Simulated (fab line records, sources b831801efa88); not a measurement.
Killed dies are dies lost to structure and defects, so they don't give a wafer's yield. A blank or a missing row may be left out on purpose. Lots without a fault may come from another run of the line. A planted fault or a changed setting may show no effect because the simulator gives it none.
Which tool did it? | flow sky130 | 12 lots, 36 wafers sampled, at 3 steps of a route of 708

WHAT THE GAUGES READ, wafer by wafer
SKY_VIA1_BOW_MEAS_03.
lot  | measured     | on            | VIA1_BOW (um)
L075 | day 33 10:05 | film_metro-01 | 87 83 85
L077 | day 34 02:43 | film_metro-03 | 74 76 79
L079 | day 34 20:24 | film_metro-03 | 81 87 70
L081 | day 35 17:08 | film_metro-02 | 78 84 72
L083 | day 36 00:35 | film_metro-03 | 87 81 68
L085 | day 36 19:11 | film_metro-03 | 67 78 75
L087 | day 37 15:13 | film_metro-03 | 93 73 84
L089 | day 38 04:01 | film_metro-03 | 89 69 78
L091 | day 38 15:10 | film_metro-03 | 75 79 70
L093 | day 39 04:32 | film_metro-02 | 83 85 90
L095 | day 39 20:08 | film_metro-03 | 84 84 79
L097 | day 40 09:24 | film_metro-01 | 77 82 76

WHICH TOOL RAN EACH LOT (tool, then ch and the chambers of the sampled wafers, then the start)
lot  | SKY_LDD_HVP_STRIP_09                 | SKY_LOCAL_INTERCONNECT_STRIP_15
L075 | plasma_asher-04 ch 0,1, day 21 23:14 | plasma_asher-04 ch 0,1, day 30 21:57
L077 | plasma_asher-01 ch 0,1, day 22 19:26 | plasma_asher-03 ch 0,1, day 31 15:10
L079 | plasma_asher-02 ch 0,1, day 23 17:51 | plasma_asher-04 ch 0,1, day 32 09:24
L081 | plasma_asher-01 ch 0, day 24 14:45   | plasma_asher-01 ch 0,1, day 33 07:38
L083 | plasma_asher-02 ch 0,1, day 25 02:39 | plasma_asher-01 ch 0,1, day 33 14:44
L085 | plasma_asher-01 ch 0,1, day 25 21:38 | plasma_asher-04 ch 0,1, day 34 10:01
L087 | plasma_asher-04 ch 0,1, day 26 18:48 | plasma_asher-04 ch 0,1, day 35 05:29
L089 | plasma_asher-02 ch 0,1, day 27 09:47 | plasma_asher-01 ch 0,1, day 35 18:53
L091 | plasma_asher-04 ch 0,1, day 27 23:57 | plasma_asher-03 ch 0,1, day 36 06:19
L093 | plasma_asher-04 ch 0,1, day 28 12:07 | plasma_asher-03 ch 0,1, day 36 17:02
L095 | plasma_asher-02 ch 0,1, day 29 06:30 | plasma_asher-03 ch 0,1, day 37 13:26
L097 | plasma_asher-01 ch 0,1, day 29 22:35 | plasma_asher-03 ch 0,1, day 38 02:18
- SKY_LDD_HVP_STRIP_09: strips in O2/N2.
- SKY_LOCAL_INTERCONNECT_STRIP_15: strips in O2/N2.

THE ANSWER, worked out from the rows above alone
Rule: what is usual is taken from the lots themselves. Put in order of their means at a reading, lots are off if they are a third of the lots or fewer, leave a main group of 4 or more, and stand apart from it by a gap of 3 or more times the standard deviation of the main group's means; of several such gaps the widest counts. A main group whose means are all the same, to the digits that the tables above print for the reading, isn't used. A lot without any number at a reading at which 4 lots or more have one is off too. The other lots that the step has rows for count as sound.
No lot is off at any reading shown: from this, nothing can be told.

WHAT THE SIMULATOR HAD PUT IN
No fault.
